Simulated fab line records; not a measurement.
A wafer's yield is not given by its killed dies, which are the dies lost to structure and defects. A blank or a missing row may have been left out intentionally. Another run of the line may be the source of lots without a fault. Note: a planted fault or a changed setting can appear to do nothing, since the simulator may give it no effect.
Comparing a struck lot with a sound one ; flow sky130 ; 18 out of 708 route steps
Sound: the wafers L651.3, L651.5, L651.6. Struck: wafer L659.3 (left out: L659.1, L659.6 of the same lot, which were not struck); the cause appears at the end.
For every step that has rows: the tool of each side, followed by ch and its chambers, followed by its first start. Under that, the readings that differ: sound wafers ; struck wafers ; difference of the means ; sigmas: that difference in standard deviations of wafers without a fault.
alike: same words and numbers on both sides, and readings whose means sit less than 2 such deviations apart. not compared: any withheld reading, any reading some wafer has no value for, any bound like >300 that may hide the same value, and any number with overlapping values for which the record gives no deviation.
The two part at a step that has a row with sigmas, a row that says differs or no value, or rows on one side only. Non-overlapping numbers with no deviation appear without sigmas and do not part them. A reading missing from all wafers of one side parts the sides only when that side holds two or more wafers.

first, 2 steps without rows for these wafers: SKY_CONTACT_PEB_12; SKY_CONTACT_DEVELOP_13 (develop time 60 s).
SKY_CONTACT_CD_MEAS_14: target cd 170 nm.
  struck on cd_sem-01, day 35 08:49; sound on cd_sem-01, day 32 12:24
  alike: cd_nm
SKY_CONTACT_OVL_MEAS_15:
  struck on overlay-01, day 35 08:56; sound on overlay-02, day 32 12:29
  alike: CONTACT_OVL
then, 1 step without rows for these wafers: SKY_CONTACT_ETCH_16 (etches BARC in N2/H2, stops on SiO2, time 45.9 s, target depth 60 nm).
SKY_CONTACT_ETCH_17: etches SiO2 in C4F8/O2/Ar, stops on Si3N4, target depth 340 nm.
  sound on rie_diel-01 ch 0,1,3, day 32 12:34; struck on rie_diel-01 ch 1, day 35 09:01
  alike: oes_product_au
SKY_CONTACT_ETCH_18: etches Si3N4 in CHF3/O2, stops on TiN, time 39 s, target depth 75 nm.
  sound: rie_diel-01 ch 0,1,3; struck: rie_diel-01 ch 1
  alike: drypump_motor_current_A, oes_product_au, throttle_valve_pct
  not compared: rf_hours_counter_h
SKY_CONTACT_STRIP_19: strips in O2/N2.
  sound on plasma_asher-02 ch 0,1, day 32 12:41; struck on plasma_asher-04 ch 0, day 35 09:06
reading;sound;struck;difference;sigmas
oes_product_au (a.u.);0.385 0.390 0.379;0.375;-0.010;-2
strip_time_to_endpoint_s (s);3.665 3.678 3.658;3.591;-0.076;-3
  alike: drypump_motor_current_A, o2_flow_sccm
  not compared: rf_hours_counter_h
then, 3 steps without rows for these wafers: SKY_CONTACT_STRIP_20 (strips in post etch residue remover, time 1200 s); SKY_CONTACT_CLEAN_21 (cleans in IPA, time 180 s); SKY_CONTACT_CLEAN_22 (cleans in O3/DIW).
SKY_CONTACT_SPUTTER_23: material TiN, target thk 20 nm, time 80 s.
  struck on pvd_sputter-01, day 35 09:44; sound on pvd_sputter-01, day 32 13:16
  alike: throttle_valve_pct
SKY_CONTACT_CVD_24: deposits W, target thk 340 nm, time 102.12 s.
  sound on cvd_w-01 ch 0,1, day 32 13:22; struck on cvd_w-01 ch 1, day 35 09:47
reading;sound;struck;difference;sigmas
model.W_of_CONTACT_CVD_24.thk_nm (nm);333.1 336.5 334.4;310.3;-24.4;
  alike: heater_power_w, susceptor_temp_C
SKY_CONTACT_RS_MEAS_25: uses a four-point probe to measure.
  struck on film_metro-02, day 35 09:54; sound on film_metro-01, day 32 13:29
reading;sound;struck;difference;sigmas
CONTACT_W_RS (ohm/sq);0.344 0.341 0.343;0.370;+0.027;+7
SKY_CONTACT_THK_MEAS_26: measures by xrf.
  struck on film_metro-02, day 35 10:01; sound on film_metro-01, day 32 13:35
reading;sound;struck;difference;sigmas
CONTACT_W_THK (nm);332 338 337;316;-20;-4
SKY_CONTACT_CMP_27: polishes, stops on SiO2, t overpolish 15 s, target thk 0 nm.
  sound on cmp-02 ch 0,1,2, day 32 13:46; struck on cmp-01 ch 3, day 35 10:08
reading;sound;struck;difference;sigmas
time_to_endpoint_s (s);80 84 84;75;-8;-2
  alike: motor_current_A
SKY_METAL1_SPUTTER_00: material Ti, target thk 15 nm, time 10 s.
  struck on pvd_sputter-03, day 35 10:23; sound on pvd_sputter-04, day 32 13:55
  alike: throttle_valve_pct
next, for these wafers, 1 step has no rows: SKY_PAD_OPEN_PROBE_99.

## WHERE THEY PART
Last at SKY_CONTACT_CMP_27 as far as this record goes, first at SKY_CONTACT_STRIP_19. Later steps at which nothing parts them and some readings are alike: SKY_METAL1_SPUTTER_00.

WHY: the cause the simulator had injected
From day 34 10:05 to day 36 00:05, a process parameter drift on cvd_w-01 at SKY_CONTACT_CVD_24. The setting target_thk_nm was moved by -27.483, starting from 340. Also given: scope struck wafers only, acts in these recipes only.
